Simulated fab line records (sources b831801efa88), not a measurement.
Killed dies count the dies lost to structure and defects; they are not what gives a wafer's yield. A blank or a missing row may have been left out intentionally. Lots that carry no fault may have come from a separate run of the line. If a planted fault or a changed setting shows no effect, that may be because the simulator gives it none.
Commonality check across tools / flow gf180mcu / Lots sampled 14, wafers sampled 42

== WHY THIS WAS OPENED ==
GF_HV_LDD_TW_MEAS_50, reading HV_LDD_4_TW: flagged on 3 of 14 lots. No-fault wafers: 569.8, standard deviation 2.6.
Rule: a lot is flagged when every wafer of it that has a number lies more than 4 standard deviations from that mean, or none has a number. All remaining lots are regarded as sound.

lot=L597; measured=day 12 18:19; on=film metro-01; HV_LDD_4_TW, wafer by wafer=568.4 567.7 569.7; flag=
lot=L600; measured=day 13 14:09; on=film metro-02; HV_LDD_4_TW, wafer by wafer=570.6 569.1 572.9; flag=
lot=L602; measured=day 14 10:33; on=film metro-02; HV_LDD_4_TW, wafer by wafer=576.8 573.5 574.2; flag=
lot=L605; measured=day 15 08:01; on=film metro-04; HV_LDD_4_TW, wafer by wafer=571.6 565.3 573.7; flag=
lot=L607; measured=day 16 01:01; on=film metro-01; HV_LDD_4_TW, wafer by wafer=569.3 571.4 569.3; flag=
lot=L609; measured=day 16 21:20; on=film metro-01; HV_LDD_4_TW, wafer by wafer=508.5 508.6 507.9; flag=FLAGGED
lot=L610; measured=day 17 02:16; on=film metro-02; HV_LDD_4_TW, wafer by wafer=511.8 507.4 507.2; flag=FLAGGED
lot=L611; measured=day 17 13:16; on=film metro-04; HV_LDD_4_TW, wafer by wafer=512.3 510.5 511.7; flag=FLAGGED
lot=L613; measured=day 18 07:17; on=film metro-02; HV_LDD_4_TW, wafer by wafer=570.8 569.6 569.1; flag=
lot=L614; measured=day 18 12:05; on=film metro-01; HV_LDD_4_TW, wafer by wafer=566.2 567.5 568.5; flag=
lot=L615; measured=day 18 22:13; on=film metro-01; HV_LDD_4_TW, wafer by wafer=566.7 569.2 567.6; flag=
lot=L616; measured=day 19 04:34; on=film metro-02; HV_LDD_4_TW, wafer by wafer=572.1 571.1 570.9; flag=
lot=L617; measured=day 19 11:09; on=film metro-01; HV_LDD_4_TW, wafer by wafer=566.6 568.9 567.8; flag=
lot=L618; measured=day 19 15:04; on=film metro-01; HV_LDD_4_TW, wafer by wafer=566.7 568.6 569.8; flag=
Average over the flagged lots: 509.5; offset from the usual -60.3, equal to -23 standard deviations.

== WHICH TOOL RAN EACH LOT ==
The record holds 1 process step before the reading, out of a route of 602 steps. Every cell lists first the tool, next ch and the chambers used by the sampled wafers, and last the start.
lot=L597; flag=; GF_HV_LDD_IMPLANT_48=implanter-02 ch 0, day 12 18:04
lot=L600; flag=; GF_HV_LDD_IMPLANT_48=implanter-02 ch 0, day 13 13:54
lot=L602; flag=; GF_HV_LDD_IMPLANT_48=implanter-03 ch 0, day 14 10:18
lot=L605; flag=; GF_HV_LDD_IMPLANT_48=implanter-02 ch 0, day 15 07:46
lot=L607; flag=; GF_HV_LDD_IMPLANT_48=implanter-03 ch 0, day 16 00:46
lot=L609; flag=FLAGGED; GF_HV_LDD_IMPLANT_48=implanter-03 ch 0, day 16 21:08
lot=L610; flag=FLAGGED; GF_HV_LDD_IMPLANT_48=implanter-03 ch 0, day 17 02:01
lot=L611; flag=FLAGGED; GF_HV_LDD_IMPLANT_48=implanter-03 ch 0, day 17 13:01
lot=L613; flag=; GF_HV_LDD_IMPLANT_48=implanter-02 ch 0, day 18 07:03
lot=L614; flag=; GF_HV_LDD_IMPLANT_48=implanter-02 ch 0, day 18 11:52
lot=L615; flag=; GF_HV_LDD_IMPLANT_48=implanter-02 ch 0, day 18 21:58
lot=L616; flag=; GF_HV_LDD_IMPLANT_48=implanter-02 ch 0, day 19 04:19
lot=L617; flag=; GF_HV_LDD_IMPLANT_48=implanter-04 ch 0, day 19 10:54
lot=L618; flag=; GF_HV_LDD_IMPLANT_48=implanter-04 ch 0, day 19 14:49
These steps, and what they do:
- GF_HV_LDD_IMPLANT_48
- GF_HV_LDD_TW_MEAS_50

== FLAGGED AGAINST TOTAL, ONE TOOL AT A TIME (gauges that did the reading follow at the end) ==
step=GF_HV_LDD_IMPLANT_48; tool=implanter-02; lots run=7; flagged=0; share of the flagged lots=none; sound lots run after its first flagged lot=-
step=GF_HV_LDD_IMPLANT_48; tool=implanter-03; lots run=5; flagged=3; share of the flagged lots=all; sound lots run after its first flagged lot=0
step=GF_HV_LDD_IMPLANT_48; tool=implanter-04; lots run=2; flagged=0; share of the flagged lots=none; sound lots run after its first flagged lot=-
step=GF_HV_LDD_TW_MEAS_50; tool=film metro-01; lots run=7; flagged=1; share of the flagged lots=some; sound lots run after its first flagged lot=4 (L614,L615,L617,L618)
step=GF_HV_LDD_TW_MEAS_50; tool=film metro-02; lots run=5; flagged=1; share of the flagged lots=some; sound lots run after its first flagged lot=2 (L613,L616)
step=GF_HV_LDD_TW_MEAS_50; tool=film metro-04; lots run=2; flagged=1; share of the flagged lots=some; sound lots run after its first flagged lot=0

== THE TABLE: WHAT IT ALLOWS ==
In the table, 1 row covers all flagged lots: implanter-03 at GF_HV_LDD_IMPLANT_48.
- implanter-03 at GF_HV_LDD_IMPLANT_48: 3 of its 5 lots flagged. A fault beginning between L607 (day 16 00:46), its last sound lot, and L609 (day 16 21:08), its first flagged one, fits the data. Its own readings lie more than 4 standard deviations out on every wafer of the flagged lots: tilt deg.
One tool is left: implanter-03 at GF_HV_LDD_IMPLANT_48.

== WHAT WAS PUT IN BY THE SIMULATOR ==
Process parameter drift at GF_HV_LDD_IMPLANT_48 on implanter-03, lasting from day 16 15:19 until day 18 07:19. From 7, the setting tilt deg moved by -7. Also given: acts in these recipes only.
Shown lots that were struck: L609, L610, L611. The same result came from the rule above.
